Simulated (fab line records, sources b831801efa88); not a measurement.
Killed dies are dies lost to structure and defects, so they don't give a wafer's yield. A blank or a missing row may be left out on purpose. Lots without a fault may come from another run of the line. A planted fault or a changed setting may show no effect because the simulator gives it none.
Chamber matching | flow sky130 | SKY_METAL3_ETCH_17 on rie_diel-03: 4 sister chambers
The step etches SiO2 in C4F8/O2/Ar, stops on TiN, time 3.9 s, target depth 15 nm. 16 wafers are shown with their chamber, then 8 later ones without.

WAFERS WITH THEIR CHAMBER
wafer  | chamber | chamber_pressure_mTorr (mTorr) | oes_product_au (a.u.)
L076.2 | 1       | 40.03                          | 0.746
L076.3 | 0       | 39.99                          | 0.751
L076.4 | 2       | 40.02                          | 0.752
L077.2 | 0       | 40.01                          | 0.759
L077.4 | 3       | 40.04                          | 0.760
L077.6 | 0       | 39.99                          | 0.767
L081.1 | 1       | 39.97                          | 0.738
L081.2 | 0       | 39.91                          | 0.745
L081.6 | 1       | 39.95                          | 0.747
L087.3 | 2       | 40.01                          | 0.749
L087.4 | 0       | 39.95                          | 0.755
L087.6 | 1       | 40.06                          | 0.762
L089.1 | 0       | 40.00                          | 0.752
L089.2 | 2       | 40.03                          | 0.748
L089.5 | 2       | 40.03                          | 0.757
L088.1 | 1       | 40.04                          | 0.751

SIGNATURES (means of the wafers above)
reading                | chamber 0 | chamber 1 | chamber 2 | chamber 3 | scatter within a chamber
chamber_pressure_mTorr | 39.9750   | 40.0100   | 40.0225   | 40.0400   | 0.037
oes_product_au         | 0.75483   | 0.74880   | 0.75150   | 0.76000   | 0.00731
Rule: a wafer's distance from a chamber is the root of the sum, over the readings, of the square of ((its reading less the chamber's mean) divided by the reading's scatter). The wafer belongs to the nearest chamber; if the next one is less than 2 further off, it can't be placed. The scatter: the root of (the sum of the squares of (reading less its chamber's mean) over the shown wafers, divided by (wafers less chambers)).

WAFERS WITHOUT THEIR CHAMBER
wafer  | chamber_pressure_mTorr (mTorr) | oes_product_au (a.u.)
L088.3 | 40.03                          | 0.758
L088.5 | 39.97                          | 0.753
L092.1 | 40.01                          | 0.754
L092.3 | 40.02                          | 0.757
L092.4 | 40.03                          | 0.760
L095.3 | 39.97                          | 0.749
L095.5 | 39.96                          | 0.762
L095.6 | 40.02                          | 0.763

WHICH CHAMBER EACH WENT THROUGH
wafer  | from the rows above               | in truth
L088.3 | can't be placed: 3 or 2 or 1 or 0 | 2
L088.5 | can't be placed: 0 or 1 or 2 or 3 | 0
L092.1 | can't be placed: 2 or 1 or 0 or 3 | 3
L092.3 | can't be placed: 3 or 2 or 1 or 0 | 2
L092.4 | can't be placed: 3 or 2 or 1 or 0 | 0
L095.3 | can't be placed: 0 or 1 or 2 or 3 | 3
L095.5 | can't be placed: 0 or 3 or 2 or 1 | 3
L095.6 | can't be placed: 3 or 2 or 0 or 1 | 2
Placed correctly: 0 of 8. Can't be placed from these rows: 8 (the true chamber is among the candidates in 8). Placed wrongly: 0.
